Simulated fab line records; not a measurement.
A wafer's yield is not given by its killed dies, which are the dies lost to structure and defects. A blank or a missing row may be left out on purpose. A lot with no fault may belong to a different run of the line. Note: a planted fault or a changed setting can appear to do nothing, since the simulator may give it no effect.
A single fault, viewed from 2 desks :: flow gf180mcu :: what lay behind the numbers comes last; until then each desk has only its own

== FROM THE METROLOGY DESK ==
What the gauges read, lot by lot, whatever tool the lot ran on: means of the sampled wafers that have a number. Marked OUT: a lot whose mean sits more than 4 standard deviations from the usual mean, which makes it out of limits; the brackets give that distance.
Columns: A = M4_ALCU_RS at GF_M4_RS_MEAS_05, usual 0.0696 ohm/sq; B = cd-nm at GF_M4_CD_MEAS_14, usual 280.0 nm
lot: L308
first seen here: day 22 07:53
A: 0.0693
B: 281.9

lot: L309
first seen here: day 22 19:09
A: 0.0701
B: 280.0

lot: L311
first seen here: day 23 13:34
A: 0.0687
B: 281.4

lot: L312
first seen here: day 23 22:01
A: 0.0693
B: 278.9

lot: L313
first seen here: day 24 06:09
A: 0.0693
B: -

lot: L314
first seen here: day 24 12:00
A: 0.0692
B: -

lot: L323
first seen here: day 27 12:06
A: 0.0708
B: 279.5

lot: L324
first seen here: day 27 23:49
A: 0.0694
B: 278.8

lot: L326
first seen here: day 28 12:35
A: 0.0694
B: 278.9

lot: L327
first seen here: day 28 18:28
A: 0.0712
B: 279.4

lot: L328
first seen here: day 29 00:04
A: 0.0693
B: 280.2

lot: L329
first seen here: day 29 07:11
A: 0.0701
B: 280.6

lot: L330
first seen here: day 29 12:18
A: 0.0684
B: 279.8

lot: L331
first seen here: day 29 18:46
A: 0.0709
B: 280.8
This desk's verdict: no lot among the 14 shows anything out of limits.

== TOOL OWNER'S DESK, litho-track-03 ==
The tool's own readings at GF_M4_DEVELOP_13 (develop time 60 s): means of the sampled wafers that have a number, for each lot that ran on this tool. Marked OUT: a lot whose mean sits more than 4 standard deviations from the usual mean, which makes it out of limits; the brackets give that distance.
Columns: A = chill-plate-temp-C at GF_M4_DEVELOP_13, usual 23.00 C
lot: L308
first seen here: day 23 07:01
A: 23.04

lot: L309
first seen here: day 23 17:53
A: 23.03

lot: L312
first seen here: day 24 20:37
A: 23.01

lot: L323
first seen here: day 28 06:49
A: 22.95

lot: L324
first seen here: day 28 19:38
A: 22.91

lot: L326
first seen here: day 29 07:20
A: 22.96

lot: L327
first seen here: day 29 13:32
A: 22.86

lot: L329
first seen here: day 30 01:46
A: 22.96

lot: L330
first seen here: day 30 06:46
A: 22.92
This desk's verdict: no lot among the 9 shows anything out of limits.

== PUT TOGETHER ==
From the metrology desk's view, nothing was out of limits.
Nothing out of limits was seen by the tool owner's desk.

== WHAT HAD BEEN PUT IN BY THE SIMULATOR ==
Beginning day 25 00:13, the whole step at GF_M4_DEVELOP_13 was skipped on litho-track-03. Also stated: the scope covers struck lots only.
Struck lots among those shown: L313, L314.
